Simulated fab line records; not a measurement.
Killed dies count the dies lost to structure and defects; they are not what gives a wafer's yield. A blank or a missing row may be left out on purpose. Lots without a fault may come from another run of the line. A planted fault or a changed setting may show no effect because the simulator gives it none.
A lot that was struck, set against a sound lot    flow sky130    15 steps out of a route of 708
Sound: the wafers L723.2, L723.5, L723.6. Wafers L716.3, L716.4, L716.5 were the ones struck. The cause is named last.
Per side, at each step with rows, come the tool, then ch with its chambers, and then its first start. Under that, the readings that differ: sound wafers    struck wafers    difference of the means    sigmas: that difference in standard deviations of wafers without a fault.
alike: readings whose means differ by less than 2 such deviations, and words and numbers that are the same on both sides. not compared: withheld readings, readings that some wafer has no value for, bounds like >300 that may hide the same value, and numbers for which the record gives no deviation and whose values overlap.
A row with sigmas, a row that says differs or no value, or rows on one side alone: a step with any of these is where the two part. Numbers that don't overlap but have no deviation are shown without sigmas and don't part them. A reading that every wafer of one side lacks parts them only if that side has two wafers or more.

first, 6 steps without rows for these wafers: SKY_GATE_OXIDE_HMDS_04 (prime time 60 s); SKY_GATE_OXIDE_COAT_05 (resist thk 1140 nm); SKY_GATE_OXIDE_SOFTBAKE_06 (time 58.04 s); SKY_GATE_OXIDE_EXPOSE_07 (exposes mask LVOM, target cd 600 nm); SKY_GATE_OXIDE_PEB_08; SKY_GATE_OXIDE_DEVELOP_09 (develop time 60 s).
SKY_GATE_OXIDE_OVL_MEAS_10:
  sound on overlay-01, day 20 18:47; struck on overlay-01, day 17 09:47
  alike: GATE_OXIDE_OVL
then, 2 steps without rows for these wafers: SKY_GATE_OXIDE_IMPLANT_11; SKY_GATE_OXIDE_WET_ETCH_12 (etches SiO2 in dHF, target depth 16.8 nm, time 336 s).
SKY_GATE_OXIDE_STRIP_13: strips in O2/N2.
  sound on plasma_asher-03 ch 0,1, day 20 19:11; struck on plasma_asher-02 ch 0,1, day 17 10:06
  alike: drypump_motor_current_A, oes_product_au, strip_time_to_endpoint_s
  not compared: rf_hours_counter_h
SKY_GATE_OXIDE_TW_MEAS_14:
  sound on film_metro-01, day 20 19:18; struck on film_metro-01, day 17 10:11
  alike: GATE_OXIDE_TW
then, 1 step without rows for these wafers: SKY_GATE_OXIDE_CLEAN_15 (cleans in SC1/SC2, time 150 s).
SKY_GATE_OXIDE_OXIDATION_16: stabilise 600 s, purge 300 s, target thk 3.57 nm.
  sound on furnace-02 ch 0, day 20 19:28; struck on furnace-01 ch 0, day 17 10:38
reading                                            sound              struck             difference  sigmas
ox_time_s (s)                                      1915 1915 1915     2298 2298 2298     +383        
zone_power_top_pct (%)                             32.0 31.5 31.8     30.0 30.7 30.6     -1.3        -2
model.SiO2_of_GATE_OXIDE_OXIDATION_01.thk_nm (nm)  11.72 11.72 11.64  11.87 11.84 11.81  +0.15       
  alike: spike_tc_centre_C
then, 1 step without rows for these wafers: SKY_POLY_GATE_CVD_00 (deposits poly-Si, target thk 180 nm, time 720 s).
-- here the record skips 31 days between the struck wafers' starts before and after, leaving off in module POLY_GATE and picking up in module PAD_OPEN (first step shown: number 708 of the route) --
SKY_PAD_OPEN_PROBE_99:
  sound on prober-02, day 50 03:40; struck on prober-01, day 48 04:15
reading                                    sound              struck             difference  sigmas
model.etest.pfet_01v8.r_on_ohm_um          2967 2943 2934     2984 3070 3009     +73         
model.etest.nfet_01v8.r_on_ohm_um          834.5 824.6 808.4  884.5 880 883.7    +60.2       
model.etest.nfet_01v8_lvt.drive_ua_um      568.8 576.3 584.7  529.7 532.8 527.7  -46.5       
model.etest.nfet_01v8_turned.drive_ua_um   498.8 504.7 509.7  460.9 467 460.4    -41.6       
model.etest.nfet_01v8_swapped.drive_ua_um  501.1 506.6 507.4  462.9 468.7 463    -40.2       
model.etest.nfet_01v8.drive_ua_um          497.6 507.9 508.7  462.7 466.1 460    -41.8       
model.etest.sram_nfet_pass.drive_ua_um     476.2 468.1 471.8  439 446.2 447.5    -28         
  alike: killed_at_M0_to_M3, killed_at_M4_up, killed_at_contacts, killed_at_front_end, killed_at_other, killed_dies, killed_open, killed_short
  not compared: model.etest.nfet_g5v0d10v5.drive_ua_um

WHERE THEY PART
Only at SKY_GATE_OXIDE_OXIDATION_16, within this record. Later steps at which nothing parts them and some readings are alike: SKY_PAD_OPEN_PROBE_99.

WHY: the cause the simulator had injected
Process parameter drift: furnace-01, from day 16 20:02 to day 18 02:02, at SKY_GATE_OXIDE_OXIDATION_16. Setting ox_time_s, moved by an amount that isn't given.
